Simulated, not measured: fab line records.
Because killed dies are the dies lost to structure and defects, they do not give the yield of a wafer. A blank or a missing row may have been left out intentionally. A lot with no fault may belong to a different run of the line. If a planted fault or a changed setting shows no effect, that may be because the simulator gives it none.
Which of the tools did it? ; flow sky130 ; 36 wafers from 12 lots sampled at 3 of the route's 708 steps

## WHAT THE GAUGES READ, wafer by wafer
SKY_METAL2_OVL_MEAS_16.
lot;measured;on;METAL2_OVL (nm)
L980;day 35 18:58;overlay-02;0 -2 5
L981;day 35 21:31;overlay-01;5 6 4
L982;day 36 09:10;overlay-01;-4 -2 -3
L983;day 36 20:00;overlay-02;-1 5 1
L985;day 37 06:52;overlay-02;7 6 11
L989;day 38 11:57;overlay-02;-1 -6 2
L992;day 38 22:07;overlay-01;1 -4 0
L998;day 40 11:31;overlay-01;2 -7 1
L999;day 40 17:48;overlay-02;-9 -1 -3
L101;day 41 11:42;overlay-02;15 7 7
L102;day 41 12:52;overlay-01;1 2 5
L103;day 41 19:43;overlay-02;3 3 4

## WHICH TOOL RAN EACH LOT (tool, then ch and the chambers of the sampled wafers, then the start)
lot;SKY_METAL2_SPUTTER_03;SKY_METAL2_SPUTTER_04
L980;pvd-sputter-04, day 34 16:10;pvd-sputter-04, day 34 16:11
L981;pvd-sputter-04, day 34 18:56;pvd-sputter-04, day 34 18:57
L982;pvd-sputter-01, day 35 06:35;pvd-sputter-01, day 35 06:36
L983;pvd-sputter-01, day 35 17:59;pvd-sputter-01, day 35 18:01
L985;pvd-sputter-03, day 36 05:12;pvd-sputter-03, day 36 05:13
L989;pvd-sputter-04, day 37 10:31;pvd-sputter-04, day 37 10:32
L992;pvd-sputter-04, day 37 21:05;pvd-sputter-04, day 37 21:06
L998;pvd-sputter-04, day 39 11:10;pvd-sputter-04, day 39 11:11
L999;pvd-sputter-01, day 39 17:11;pvd-sputter-01, day 39 17:12
L101;pvd-sputter-04, day 40 12:04;pvd-sputter-04, day 40 12:05
L102;pvd-sputter-01, day 40 12:20;pvd-sputter-01, day 40 12:21
L103;pvd-sputter-01, day 40 19:03;pvd-sputter-01, day 40 19:04
- SKY_METAL2_SPUTTER_03: material Ti, target thk 5 nm, time 3.3 s.
- SKY_METAL2_SPUTTER_04: material TiN, target thk 70 nm, time 58.3 s.

## AS READ BY THE TOOLS THEMSELVES (means over the sampled wafers that have a number; for cases with no such wafer, the mark the record gives instead)
SKY_METAL2_SPUTTER_03.
lot;tool;cathode-dc-power-W (W);chamber-pressure-pa (Pa);throttle-valve-pct (%)
L980;pvd-sputter-04;2999.6;0.3997;29.5
L981;pvd-sputter-04;3000.2;0.3999;29.1
L982;pvd-sputter-01;3000.0;0.3998;29.8
L983;pvd-sputter-01;2999.9;0.3996;29.7
L985;pvd-sputter-03;3000.3;0.4000;29.3
L989;pvd-sputter-04;2999.5;0.3992;29.1
L992;pvd-sputter-04;3000.2;0.4006;29.4
L998;pvd-sputter-04;2999.9;0.3998;29.1
L999;pvd-sputter-01;3000.1;0.4001;29.4
L101;pvd-sputter-04;3000.1;0.3991;28.4
L102;pvd-sputter-01;2999.8;0.4001;29.8
L103;pvd-sputter-01;3000.0;0.3997;29.7

SKY_METAL2_SPUTTER_04.
lot;tool;cathode-dc-power-W (W);chamber-pressure-pa (Pa);throttle-valve-pct (%)
L980;pvd-sputter-04;6500.6;0.4010;29.4
L981;pvd-sputter-04;6500.2;0.3996;28.8
L982;pvd-sputter-01;6499.7;0.4006;29.8
L983;pvd-sputter-01;6500.6;0.3993;29.8
L985;pvd-sputter-03;6501.2;0.4001;29.5
L989;pvd-sputter-04;6499.9;0.4000;28.9
L992;pvd-sputter-04;6498.7;0.4011;29.3
L998;pvd-sputter-04;6499.7;0.4004;29.1
L999;pvd-sputter-01;6500.7;0.3993;29.4
L101;pvd-sputter-04;6499.4;0.4001;28.4
L102;pvd-sputter-01;6499.9;0.4001;29.8
L103;pvd-sputter-01;6500.8;0.4001;29.9

## THE ANSWER, worked out from the rows above alone
Rule: the usual values come from the lots themselves. The widest of any qualifying gaps counts: lots, ordered by their means at a reading, are off when they make up no more than a third of the lots, leave a main group of 4 or more, and stand apart from it by 3 or more times the standard deviation of that group's means. If all means in a main group match to the digits the tables above print for the reading, that group is not used. A lot without any number at a reading at which 4 lots or more have one is off too. Where the step has rows for the other lots, those lots are counted as sound. After the gauges, taken in route order, come the tools' own readings; for these a lot's mean is taken, as printed above. At the first step where some lot is off, the reading lying furthest off is the one used; lots without a number count as furthest.
None of the lots is off at any reading shown; this tells nothing.

## WHAT THE SIMULATOR HAD PUT IN
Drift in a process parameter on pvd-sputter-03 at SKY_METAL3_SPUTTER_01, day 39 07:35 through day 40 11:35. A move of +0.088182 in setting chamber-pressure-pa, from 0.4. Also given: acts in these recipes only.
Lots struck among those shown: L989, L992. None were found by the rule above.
